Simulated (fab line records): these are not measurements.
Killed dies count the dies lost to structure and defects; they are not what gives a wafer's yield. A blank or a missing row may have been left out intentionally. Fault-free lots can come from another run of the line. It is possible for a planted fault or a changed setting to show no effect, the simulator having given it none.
Matching of chambers / flow sky130 / SKY_LI_CONTACT_CMP_24 on cmp-02 has 4 sister chambers
The step polishes, stops on PSG, t overpolish 20 s, target thk 0 nm. 4 wafers are shown with their chamber, then 9 later ones without.

## WAFERS, EACH WITH ITS CHAMBER
wafer=L192.4; chamber=2; motor-current-A (A)=12.4
wafer=L198.1; chamber=1; motor-current-A (A)=11.2
wafer=L198.2; chamber=3; motor-current-A (A)=11.1
wafer=L198.4; chamber=0; motor-current-A (A)=12.0

## WAFERS WHOSE CHAMBER IS MISSING
wafer=L200.1; motor-current-A (A)=12.0
wafer=L200.5; motor-current-A (A)=11.7
wafer=L200.6; motor-current-A (A)=11.0
wafer=L203.1; motor-current-A (A)=11.6
wafer=L203.3; motor-current-A (A)=11.5
wafer=L203.6; motor-current-A (A)=12.0
wafer=L205.4; motor-current-A (A)=11.1
wafer=L205.5; motor-current-A (A)=11.9
wafer=L205.6; motor-current-A (A)=11.6

## EACH ONE'S CHAMBER
wafer=L200.1; from the rows above=can't be placed: 0 or 2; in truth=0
wafer=L200.5; from the rows above=can't be placed: 0 or 1 or 3 or 2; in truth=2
wafer=L200.6; from the rows above=can't be placed: 3 or 1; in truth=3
wafer=L203.1; from the rows above=can't be placed: 0 or 1 or 3 or 2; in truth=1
wafer=L203.3; from the rows above=can't be placed: 1 or 3 or 0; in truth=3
wafer=L203.6; from the rows above=can't be placed: 0 or 2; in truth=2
wafer=L205.4; from the rows above=can't be placed: 3 or 1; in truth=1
wafer=L205.5; from the rows above=can't be placed: 0 or 2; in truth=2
wafer=L205.6; from the rows above=can't be placed: 0 or 1 or 3 or 2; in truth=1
Placed correctly: 0 of 9. Cannot be placed on the basis of these rows: 9; the candidates contain the true chamber in 9. Placed wrongly: 0.
How it was worked out, from the rows above alone: a wafer's distance from a chamber is the root of the sum, over the readings, of the square of ((its reading less the chamber's mean) divided by the reading's scatter). The wafer belongs to the nearest chamber; if the next one is less than 2 further off, it can't be placed. Each chamber's mean is taken over the wafers shown for it. The scatter (one wafer shown for each chamber): square how far every hidden wafer sits from the nearest shown wafer, average those squares and take the square root.
